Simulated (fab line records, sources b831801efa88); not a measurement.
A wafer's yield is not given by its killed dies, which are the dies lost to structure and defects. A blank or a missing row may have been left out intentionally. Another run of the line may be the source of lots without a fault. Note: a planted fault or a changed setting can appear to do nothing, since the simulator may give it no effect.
A lot that was struck, set against a sound lot    flow sky130    23 out of 708 route steps
Sound: the wafers L519.2, L519.5, L519.6. Wafers L527.1, L527.5, L527.6 were the ones struck. The cause is named last.
Each step with rows lists, per side, the tool, then ch with its chambers, then its first start. Under that, the readings that differ: sound wafers    struck wafers    difference of the means    sigmas: that difference in standard deviations of wafers without a fault.
alike: readings with means less than 2 such deviations apart, plus words and numbers identical on both sides. not compared: withheld readings, readings lacking a value on some wafer, bounds such as >300 that could conceal the same value, and numbers that have no deviation in the record and whose values overlap.
The two part at a step that has a row with sigmas, a row that says differs or no value, or rows on one side only. Numbers that have no deviation but don't overlap get no sigmas and don't part them. A reading missing from all wafers of one side parts the sides only when that side holds two or more wafers.

first, 1 step without rows for these wafers: SKY_SONOS_ONO_DEVELOP_12 (develop time 60 s).
SKY_SONOS_ONO_CD_MEAS_13 targets a cd of 410 nm.
  sound: cd-sem-01 at day 14 20:44; struck: cd-sem-02 at day 18 07:34
  alike: cd-nm
SKY_SONOS_ONO_OVL_MEAS_14:
  sound: overlay-01 at day 14 20:50; struck: overlay-01 at day 18 07:41
  alike: SONOS_ONO_OVL
SKY_SONOS_ONO_ETCH_15: etches the open film in CHF3/O2, target depth 19.52 nm, time 7.8 s.
  sound on rie-diel-02 ch 0,1,3, day 14 20:52; struck on rie-diel-02 ch 1,2,3, day 18 07:43
  alike: drypump-motor-current-A, oes-product-au, rf-fwd-power-W, throttle-valve-pct
  not compared: rf-hours-counter-h
then, 1 step without rows for these wafers: SKY_SONOS_ONO_WET_ETCH_16 (etches SiO2 in dHF, target depth 14 nm, time 280 s).
SKY_SONOS_ONO_STRIP_17: strips in O2/N2.
  sound on plasma-asher-02 ch 0,1, day 14 20:58; struck on plasma-asher-02 ch 0,1, day 18 07:50
reading                       sound              struck             difference  sigmas
strip-time-to-endpoint-s (s)  14.07 14.08 14.02  14.19 14.15 14.15  +0.11       +2
  alike: drypump-motor-current-A, oes-product-au
  not compared: rf-hours-counter-h
then, 3 steps without rows for these wafers: SKY_SONOS_ONO_WET_ETCH_18 (etches Si3N4 in H3PO4, target depth 15 nm, time 172 s); SKY_GATE_OXIDE_CLEAN_00 (cleans in SC1/SC2, time 150 s); SKY_GATE_OXIDE_OXIDATION_01 (stabilise 600 s, purge 300 s, target thk 10.268 nm).
SKY_GATE_OXIDE_THK_MEAS_02:
  sound: film-metro-04 at day 14 22:36; struck: film-metro-04 at day 18 10:02
reading                           sound             struck             difference  sigmas
GATE_OXIDE_OXIDATION_00_THK (nm)  10.04 9.94 10.00  10.41 10.45 10.47  +0.45       +2
then, 2 steps without rows for these wafers: SKY_GATE_OXIDE_DEHYDRATE_03 (time 60 s); SKY_GATE_OXIDE_HMDS_04 (prime time 60 s).
SKY_GATE_OXIDE_COAT_05: resist thk 1140 nm.
  sound on litho-track-04 ch 0, day 15 11:53; struck on litho-track-04 ch 0, day 19 00:13
reading                                          sound           struck             difference  sigmas
model.NOVOLAK_of_GATE_OXIDE_COAT_05.thk-nm (nm)  1139 1134 1134  449.9 450.8 451.5  -684.9      
then, 3 steps without rows for these wafers: SKY_GATE_OXIDE_SOFTBAKE_06 (time 60 s); SKY_GATE_OXIDE_EXPOSE_07 (exposes mask LVOM, target cd 600 nm); SKY_GATE_OXIDE_PEB_08.
SKY_GATE_OXIDE_DEVELOP_09: develop time 60 s.
  sound on litho-track-03 ch 0, day 16 01:17; struck on litho-track-01 ch 0, day 19 16:17
reading                                          sound           struck             difference  sigmas
model.NOVOLAK_of_GATE_OXIDE_COAT_05.thk-nm (nm)  1138 1133 1133  449.5 450.4 451.1  -684.3      
SKY_GATE_OXIDE_OVL_MEAS_10:
  sound: overlay-02 at day 16 01:25; struck: overlay-02 at day 19 16:26
  alike: GATE_OXIDE_OVL
then, 2 steps without rows for these wafers: SKY_GATE_OXIDE_IMPLANT_11; SKY_GATE_OXIDE_WET_ETCH_12 (etches SiO2 in dHF, target depth 16.8 nm, time 336 s).
SKY_GATE_OXIDE_STRIP_13: strips in O2/N2.
  sound on plasma-asher-03 ch 0,1, day 16 01:41; struck on plasma-asher-02 ch 0,1, day 19 16:50
reading                       sound              struck             difference  sigmas
oes-product-au (a.u.)         0.721 0.718 0.711  0.487 0.488 0.485  -0.230      -56
strip-time-to-endpoint-s (s)  14.16 14.10 14.11  6.05 6.06 6.06     -8.07       -99 or more
  alike: drypump-motor-current-A
  not compared: rf-hours-counter-h
SKY_GATE_OXIDE_TW_MEAS_14:
  sound: film-metro-01 at day 16 01:48; struck: film-metro-04 at day 19 16:56
  alike: GATE_OXIDE_TW
SKY_PAD_OPEN_PROBE_99:
  rows exist in the record for the sound wafers here (prober-02, day 47 08:37), none for the struck ones

WHERE THEY PART
First at SKY_SONOS_ONO_STRIP_17; last, within this record, at SKY_PAD_OPEN_PROBE_99.

WHY: what the simulator had put in
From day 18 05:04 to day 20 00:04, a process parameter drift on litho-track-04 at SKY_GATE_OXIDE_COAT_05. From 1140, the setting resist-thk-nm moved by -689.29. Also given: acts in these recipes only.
